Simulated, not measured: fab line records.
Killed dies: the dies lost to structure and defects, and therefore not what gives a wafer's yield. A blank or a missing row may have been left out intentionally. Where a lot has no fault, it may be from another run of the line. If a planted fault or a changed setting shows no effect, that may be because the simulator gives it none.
A lot that was struck, set against a sound lot :: flow gf180mcu :: 27 out of 602 route steps
Sound: the wafers L821.1, L821.3, L821.6. Wafers L830.1, L830.2, L830.3 were the ones struck. The cause is named last.
Each step with rows lists, per side, the tool, then ch with its chambers, then its first start. Under that, the readings that differ: sound wafers :: struck wafers :: difference of the means :: sigmas: that difference in standard deviations of wafers without a fault.
alike: readings with means less than 2 such deviations apart, plus words and numbers identical on both sides. not compared: withheld readings, readings lacking a value on some wafer, bounds such as >300 that could conceal the same value, and numbers that have no deviation in the record and whose values overlap.
Wherever a step has rows on one side only, a row that says differs or no value, or a row with sigmas, the two part there. Numbers that have no deviation but don't overlap get no sigmas and don't part them. A reading that every wafer of one side lacks parts them only if that side has two wafers or more.

first, 3 steps without rows for these wafers: GF_STI_WET_ETCH_27 (etches Si3N4 in H3PO4, target depth 160 nm, time 1825 s); GF_STI_WET_ETCH_28 (etches SiO2 in dHF, target depth 20 nm, time 40 s); GF_STI_OXIDATION_29 (stabilise 600 s, purge 300 s, target thk 10 nm).
GF_STI_THK_MEAS_30:
  struck on film metro-02, day 4 04:17; sound on film metro-02, day 2 05:01
reading: STI_OXIDATION_02_THK (nm)
sound: 10.01 10.04 10.02
struck: 9.62 9.76 9.61
difference: -0.36
sigmas: -2
then, 8 steps without rows for these wafers: GF_DNWELL_DEHYDRATE_00 (time 60 s); GF_DNWELL_HMDS_01 (prime time 60 s); GF_DNWELL_COAT_02 (resist thk 3000 nm); GF_DNWELL_SOFTBAKE_03; GF_DNWELL_EXPOSE_04 (exposes mask DNWELL, target cd 1700 nm); GF_DNWELL_PEB_05; GF_DNWELL_DEVELOP_06 (develop time 60 s); GF_DNWELL_IMPLANT_07.
GF_DNWELL_STRIP_08: strips in O2/N2.
  sound on plasma asher-02 ch 0,1, day 2 17:29; struck on plasma asher-04 ch 0,1, day 4 18:29
  no value came back on the struck wafers for any of 5 readings (chamber pressure mTorr (mTorr), drypump motor current A (A) and others); on the sound wafers chamber pressure mTorr (mTorr) reads 1500.1 1500.7 1500.3
reading: model.coat_of_DNWELL_COAT_02.thk nm (nm)
sound: 0 0 0
struck: 2996 2999 2988
difference: +2994
sigmas: 
  not compared: rf hours counter h
GF_DNWELL_TW_MEAS_09:
  struck on film metro-01, day 4 18:35; sound on film metro-03, day 2 17:35
  alike: DNWELL_TW
then, 7 steps without rows for these wafers: GF_NWELL_DEHYDRATE_00 (time 60 s); GF_NWELL_HMDS_01 (prime time 60 s); GF_NWELL_COAT_02 (resist thk 3000 nm); GF_NWELL_SOFTBAKE_03; GF_NWELL_EXPOSE_04 (exposes mask Nwell, target cd 860 nm); GF_NWELL_PEB_05; GF_NWELL_DEVELOP_06 (develop time 60 s).
GF_NWELL_OVL_MEAS_07:
  struck on overlay-01, day 5 09:02; sound on overlay-02, day 3 06:17
  alike: NWELL_OVL
then, 2 steps without rows for these wafers: GF_NWELL_IMPLANT_08; GF_NWELL_IMPLANT_09.
GF_NWELL_STRIP_10: strips in O2/N2.
  sound on plasma asher-03 ch 0,1, day 3 06:37; struck on plasma asher-03 ch 0,1, day 5 09:22
reading: oes product au (a.u.)
sound: 0.717 0.716 0.725
struck: 0.740 0.741 0.740
difference: +0.021
sigmas: +5

reading: strip time to endpoint s (s)
sound: 36.81 36.96 36.91
struck: 81.13 81.21 81.01
difference: +44.22
sigmas: +99 or more
  alike: chamber pressure mTorr, drypump motor current A, heater power w
  not compared: rf hours counter h
GF_NWELL_TW_MEAS_11:
  struck on film metro-04, day 5 09:28; sound on film metro-03, day 3 06:43
reading: NWELL_TW
sound: 1578 1579 1576
struck: 30 30 30
difference: -1548
sigmas: -99 or more
then, 1 step without rows for these wafers: GF_LVPWELL_DEHYDRATE_00 (time 60 s).

## WHERE THEY PART
At GF_STI_THK_MEAS_30 first; at GF_NWELL_TW_MEAS_11 last (within this record only).

WHY: what had been put in by the simulator
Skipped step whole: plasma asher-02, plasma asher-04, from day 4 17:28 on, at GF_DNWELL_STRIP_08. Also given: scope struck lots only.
